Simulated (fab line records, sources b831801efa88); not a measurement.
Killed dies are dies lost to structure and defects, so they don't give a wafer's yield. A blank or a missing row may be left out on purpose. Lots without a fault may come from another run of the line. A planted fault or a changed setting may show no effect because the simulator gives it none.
Chamber matching | flow sky130 | SKY_VIA3_CMP_24 on cmp-01: 4 sister chambers
The step polishes, stops on SiO2, t overpolish 20 s, target thk 0 nm. 24 wafers are shown with their chamber, then 12 later ones without.

WAFERS WITH THEIR CHAMBER
wafer  | chamber | time_to_endpoint_s (s) | motor_current_A (A) | overpolish_run_s (s)
L077.2 | 1       | 88                     | 12.7                | 19.994
L077.3 | 3       | 94                     | 11.0                | 20.008
L077.5 | 3       | 94                     | 11.2                | 19.991
L078.1 | 1       | 89                     | 13.1                | 20.000
L078.3 | 3       | 96                     | 11.6                | 19.991
L078.5 | 1       | 88                     | 12.6                | 20.000
L079.2 | 0       | 97                     | 11.9                | 20.009
L079.3 | 3       | 91                     | 11.9                | 19.998
L079.4 | 2       | 90                     | 10.9                | 20.009
L080.1 | 2       | 90                     | 11.0                | 20.012
L080.3 | 3       | 91                     | 11.2                | 19.989
L080.6 | 1       | 87                     | 12.7                | 20.004
L081.3 | 3       | 95                     | 11.6                | 19.999
L081.4 | 0       | 100                    | 12.2                | 19.991
L081.6 | 0       | 102                    | 11.9                | 19.996
L084.2 | 0       | 101                    | 12.1                | 19.974
L084.4 | 3       | 102                    | 11.1                | 20.005
L084.6 | 2       | 93                     | 10.7                | 20.016
L086.2 | 3       | 98                     | 11.4                | 20.007
L086.4 | 2       | 95                     | 11.8                | 19.996
L086.6 | 0       | 101                    | 11.6                | 19.987
L087.1 | 2       | 92                     | 11.3                | 20.003
L087.2 | 0       | 100                    | 11.6                | 19.988
L087.4 | 3       | 95                     | 11.3                | 20.009

SIGNATURES (means of the wafers above)
reading            | chamber 0 | chamber 1 | chamber 2 | chamber 3 | scatter within a chamber
time_to_endpoint_s | 100.17    | 88.00     | 92.00     | 95.11     | 2.53
motor_current_A    | 11.883    | 12.775    | 11.140    | 11.367    | 0.304
overpolish_run_s   | 19.99083  | 19.99950  | 20.00720  | 19.99967  | 0.00856
Rule: a wafer's distance from a chamber is the root of the sum, over the readings, of the square of ((its reading less the chamber's mean) divided by the reading's scatter). The wafer belongs to the nearest chamber; if the next one is less than 2 further off, it can't be placed. The scatter: the root of (the sum of the squares of (reading less its chamber's mean) over the shown wafers, divided by (wafers less chambers)).

WAFERS WITHOUT THEIR CHAMBER
wafer  | time_to_endpoint_s (s) | motor_current_A (A) | overpolish_run_s (s)
L089.2 | 98                     | 13.5                | 19.998
L089.4 | 94                     | 11.0                | 20.013
L089.6 | 101                    | 11.4                | 20.006
L094.2 | 96                     | 13.0                | 19.993
L094.3 | 95                     | 11.2                | 19.991
L094.6 | 94                     | 12.1                | 20.008
L095.3 | 93                     | 11.5                | 19.993
L095.4 | 91                     | 11.7                | 20.003
L095.5 | 87                     | 13.5                | 19.996
L096.1 | 88                     | 11.4                | 20.000
L096.2 | 90                     | 12.7                | 20.012
L096.5 | 86                     | 13.0                | 19.991

WHICH CHAMBER EACH WENT THROUGH
wafer  | from the rows above               | in truth
L089.2 | can't be placed: 1 or 0           | 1
L089.4 | can't be placed: 2 or 3           | 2
L089.6 | can't be placed: 0 or 3 or 2      | 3
L094.2 | can't be placed: 1 or 0           | 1
L094.3 | can't be placed: 3 or 2 or 0      | 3
L094.6 | can't be placed: 3 or 0 or 2 or 1 | 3
L095.3 | can't be placed: 3 or 2 or 0      | 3
L095.4 | can't be placed: 2 or 3 or 1 or 0 | 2
L095.5 | 1                                 | 1
L096.1 | can't be placed: 2 or 3           | 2
L096.2 | 1                                 | 1
L096.5 | 1                                 | 1
Placed correctly: 3 of 12. Can't be placed from these rows: 9 (the true chamber is among the candidates in 9). Placed wrongly: 0.
